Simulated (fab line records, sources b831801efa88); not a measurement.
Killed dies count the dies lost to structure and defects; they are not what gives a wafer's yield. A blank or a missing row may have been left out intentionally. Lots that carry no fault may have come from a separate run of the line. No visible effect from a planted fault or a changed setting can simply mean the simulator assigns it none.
Struck lot and sound lot, side by side | flow gf180mcu | 24 out of 602 route steps
Sound: the wafers L493.2, L493.4, L493.5. The struck wafers were L505.3, L505.5, L505.6. The cause is given at the end.
Each step with rows lists, per side, the tool, then ch with its chambers, then its first start. Under that, the readings that differ: sound wafers | struck wafers | difference of the means | sigmas: that difference in standard deviations of wafers without a fault.
alike: readings whose means differ by less than 2 such deviations, and words and numbers that are the same on both sides. not compared: withheld readings, readings that some wafer has no value for, bounds like >300 that may hide the same value, and numbers for which the record gives no deviation and whose values overlap.
The two part at a step that has a row with sigmas, a row that says differs or no value, or rows on one side only. When numbers do not overlap yet have no deviation, they are printed without sigmas and do not part them. Lack of a reading on every wafer of one side parts them only where that side has two or more wafers.

GF_PSD_OVL_MEAS_08:
  struck on overlay-02, day 19 06:20; sound on overlay-02, day 14 21:27
  alike: PSD_OVL
after that, 1 step had no rows for these wafers: GF_PSD_IMPLANT_09.
GF_PSD_STRIP_10: strips in O2/N2.
  sound on plasmaAsher-03 ch 1, day 14 21:38; struck on plasmaAsher-03 ch 0,1, day 19 06:32
  alike: drypumpMotorCurrentA, heaterPowerW, oesProductAu, stripTimeToEndpointS
  not compared: rfHoursCounterH
GF_PSD_TW_MEAS_11:
  struck on filmMetro-03, day 19 06:38; sound on filmMetro-03, day 14 21:44
  alike: PSD_TW
then, 1 step without rows for these wafers: GF_PSD_CLEAN_12 (cleans in SC1/SC2, time 150 s).
GF_PSD_RTA_13: time 20 s.
  sound on rtpAnneal-02 ch 0, day 14 21:51; struck on rtpAnneal-02 ch 0, day 19 06:44
  alike: lampPowerPct, wafer_temp_C_max
GF_PSD_RS_MEAS_14: measurement is done with a four-point probe.
  struck on filmMetro-03, day 19 06:50; sound on filmMetro-02, day 14 21:56
  alike: NSD_RS
GF_PSD_RS_MEAS_15: measurement is done with a four-point probe.
  struck on filmMetro-03, day 19 06:58; sound on filmMetro-02, day 14 22:04
  alike: PSD_RS
GF_SAB_CVD_00: deposits SiO2 from TEOS, target thk 50 nm, time 4.9302 s.
  sound on pecvd-04 ch 0,1, day 14 22:10; struck on pecvd-01 ch 0,1,2, day 19 07:02
  alike: heaterPowerW
GF_SAB_THK_MEAS_01:
  struck on filmMetro-03, day 19 07:05; sound on filmMetro-04, day 14 22:11
  alike: SAB_CVD_00_THK
then, 2 steps without rows for these wafers: GF_SAB_DEHYDRATE_02 (time 60 s); GF_SAB_HMDS_03 (prime time 60 s).
GF_SAB_COAT_04: resist thk 1000 nm.
  sound on lithoTrack-02 ch 0, day 15 09:07; struck on lithoTrack-02 ch 0, day 19 19:23
reading                                 | sound          | struck            | difference | sigmas
model.NOVOLAK_of_SAB_COAT_04.thkNm (nm) | 1002 1004 1007 | 986.1 984.9 987.9 | -18.0      | 
  alike: chillPlateTempC, resistLineTempC
then, 4 steps without rows for these wafers: GF_SAB_SOFTBAKE_05 (time 60 s); GF_SAB_EXPOSE_06 (exposes mask SAB, target cd 420 nm); GF_SAB_PEB_07; GF_SAB_DEVELOP_08 (develop time 60 s).
GF_SAB_CD_MEAS_09: the cd target is 420 nm.
  struck on cdSem-01, day 20 07:50; sound on cdSem-01, day 15 20:07
  alike: cdNm
GF_SAB_OVL_MEAS_10:
  struck on overlay-01, day 20 07:56; sound on overlay-01, day 15 20:13
  alike: SAB_OVL
GF_SAB_ETCH_11: etches SiO2 in C4F8/O2/Ar, target depth 55 nm, time 8.366 s.
  sound on rieDiel-04 ch 1,3, day 15 20:15; struck on rieDiel-01 ch 0,2,3, day 20 07:57
reading                                 | sound             | struck          | difference | sigmas
model.NOVOLAK_of_SAB_COAT_04.thkNm (nm) | 991.1 992.6 995.8 | 975 973.7 976.6 | -18        | 
  alike: oesProductAu
  not compared: rfHoursCounterH
then, 1 step without rows for these wafers: GF_SAB_WET_ETCH_12 (etches SiO2 in dHF, target depth 22 nm, time 440 s).
GF_SAB_STRIP_13: strips in O2/N2.
  sound on plasmaAsher-02 ch 0,1, day 15 20:25; struck on plasmaAsher-04 ch 0,1, day 20 08:08
reading                  | sound             | struck            | difference | sigmas
stripTimeToEndpointS (s) | 12.64 12.65 12.69 | 12.44 12.43 12.48 | -0.21      | -6
  alike: drypumpMotorCurrentA, heaterPowerW, oesProductAu
  not compared: rfHoursCounterH
then, 1 step without rows for these wafers: GF_SALICIDE_CLEAN_00 (cleans in SC1/SC2, time 150 s).
GF_PASSIVATION_PROBE_99:
  the record has rows for the sound wafers here (prober-02, day 29 14:59) and none for the struck ones

## WHERE THEY PART
Earliest at GF_SAB_STRIP_13; latest, in this record, at GF_PASSIVATION_PROBE_99.

WHY: what had been put in by the simulator
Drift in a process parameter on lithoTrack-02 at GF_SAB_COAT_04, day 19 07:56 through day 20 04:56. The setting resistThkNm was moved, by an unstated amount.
